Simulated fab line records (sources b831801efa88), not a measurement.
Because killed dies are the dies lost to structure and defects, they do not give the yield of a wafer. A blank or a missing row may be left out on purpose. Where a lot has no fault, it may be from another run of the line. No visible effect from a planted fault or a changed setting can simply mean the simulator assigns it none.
Which tool was responsible? :: flow gf180mcu :: Sampling: 6 lots, 18 wafers, 2 of 602 route steps

## WHAT EACH GAUGE READ, for each wafer
GF_VT_IMPLANT_RS_MEAS_49: uses a four-point probe to measure.
lot: L206
measured: day 8 00:23
on: film metro-03
MVPSD_RS (ohm/sq): 1161 1161 1157

lot: L208
measured: day 8 13:29
on: film metro-02
MVPSD_RS (ohm/sq): 1168 1165 1165

lot: L211
measured: day 9 06:08
on: film metro-04
MVPSD_RS (ohm/sq): 1222 1227 1224

lot: L221
measured: day 12 04:34
on: film metro-04
MVPSD_RS (ohm/sq): 1170 1172 1168

lot: L223
measured: day 12 20:40
on: film metro-02
MVPSD_RS (ohm/sq): 1165 1170 1167

lot: L226
measured: day 14 03:04
on: film metro-03
MVPSD_RS (ohm/sq): 1164 1168 1169

## TOOL THAT RAN EACH LOT (tool first, then ch and the chambers of the sampled wafers, then the start)
lot: L206
GF_MVPSD_IMPLANT_08: implanter-03 ch 0, day 5 12:32

lot: L208
GF_MVPSD_IMPLANT_08: implanter-03 ch 0, day 6 00:53

lot: L211
GF_MVPSD_IMPLANT_08: implanter-03 ch 0, day 6 16:04

lot: L221
GF_MVPSD_IMPLANT_08: implanter-01 ch 0, day 9 02:43

lot: L223
GF_MVPSD_IMPLANT_08: implanter-02 ch 0, day 9 17:17

lot: L226
GF_MVPSD_IMPLANT_08: implanter-03 ch 0, day 10 19:26
- GF_MVPSD_IMPLANT_08

## THE ANSWER, worked out from the rows above alone
Rule: the lots themselves supply what counts as usual. Put in order of their means at a reading, lots are off if they are a third of the lots or fewer, leave a main group of 4 or more, and stand apart from it by a gap of 3 or more times the standard deviation of the main group's means; of several such gaps the widest counts. The tables above print the reading to a certain number of digits; a main group whose means all agree to those digits is not used. A lot without any number at a reading at which 4 lots or more have one is off too. The other lots that the step has rows for count as sound.
Off: L211, at GF_VT_IMPLANT_RS_MEAS_49 (MVPSD_RS). For the main group the mean is 1166 ohm/sq and the standard deviation 3.4.
If a tool, at a process step before that reading, ran all the lots that are off and no sound lot after the first of them, it fits. Gauges at GF_VT_IMPLANT_RS_MEAS_49: tried the same way as those tools. None of those tried fits.

## WHAT HAD BEEN PUT IN BY THE SIMULATOR
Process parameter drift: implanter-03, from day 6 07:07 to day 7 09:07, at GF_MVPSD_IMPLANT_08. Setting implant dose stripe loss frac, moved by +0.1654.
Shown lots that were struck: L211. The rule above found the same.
